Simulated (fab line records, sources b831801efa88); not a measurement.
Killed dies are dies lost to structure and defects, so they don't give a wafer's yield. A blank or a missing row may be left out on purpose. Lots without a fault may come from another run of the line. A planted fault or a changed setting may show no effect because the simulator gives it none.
Chamber matching | flow gf180mcu | GF_POLY_GATE_ETCH_13 on rie_si-02: 4 sister chambers
The step etches poly-Si in HBr/Cl2, stops on SiO2, target depth 198.5 nm, time 69.6 s. 7 wafers are shown with their chamber, then 7 later ones without.

WAFERS WITH THEIR CHAMBER
wafer  | chamber | HBr_flow_sccm (sccm) | throttle_valve_pct (%)
L192.2 | 3       | 149.7                | 33.683
L192.4 | 1       | 150.7                | 33.688
L194.1 | 3       | 149.6                | 33.693
L194.3 | 1       | 150.5                | 33.680
L194.4 | 2       | 150.6                | 33.693
L199.1 | 0       | 149.4                | 33.678
L199.3 | 2       | 150.0                | 33.683

WAFERS WITHOUT THEIR CHAMBER
wafer  | HBr_flow_sccm (sccm) | throttle_valve_pct (%)
L199.4 | 149.9                | 33.680
L201.1 | 149.6                | 33.681
L201.3 | 149.6                | 33.676
L201.6 | 150.2                | 33.685
L206.1 | 150.1                | 33.676
L206.4 | 150.1                | 33.677
L206.5 | 150.3                | 33.684

WHICH CHAMBER EACH WENT THROUGH
wafer  | from the rows above               | in truth
L199.4 | can't be placed: 3 or 0 or 2 or 1 | 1
L201.1 | can't be placed: 0 or 3 or 2      | 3
L201.3 | can't be placed: 0 or 3           | 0
L201.6 | can't be placed: 2 or 1 or 3      | 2
L206.1 | can't be placed: 2 or 1 or 3 or 0 | 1
L206.4 | can't be placed: 2 or 1 or 3 or 0 | 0
L206.5 | can't be placed: 2 or 1 or 3      | 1
Placed correctly: 0 of 7. Can't be placed from these rows: 7 (the true chamber is among the candidates in 7). Placed wrongly: 0.
How it was worked out, from the rows above alone: a wafer's distance from a chamber is the root of the sum, over the readings, of the square of ((its reading less the chamber's mean) divided by the reading's scatter). The wafer belongs to the nearest chamber; if the next one is less than 2 further off, it can't be placed. A chamber's mean is the mean of its shown wafers. The scatter: the root of (the sum of the squares of (reading less its chamber's mean) over the shown wafers, divided by (wafers less chambers)).
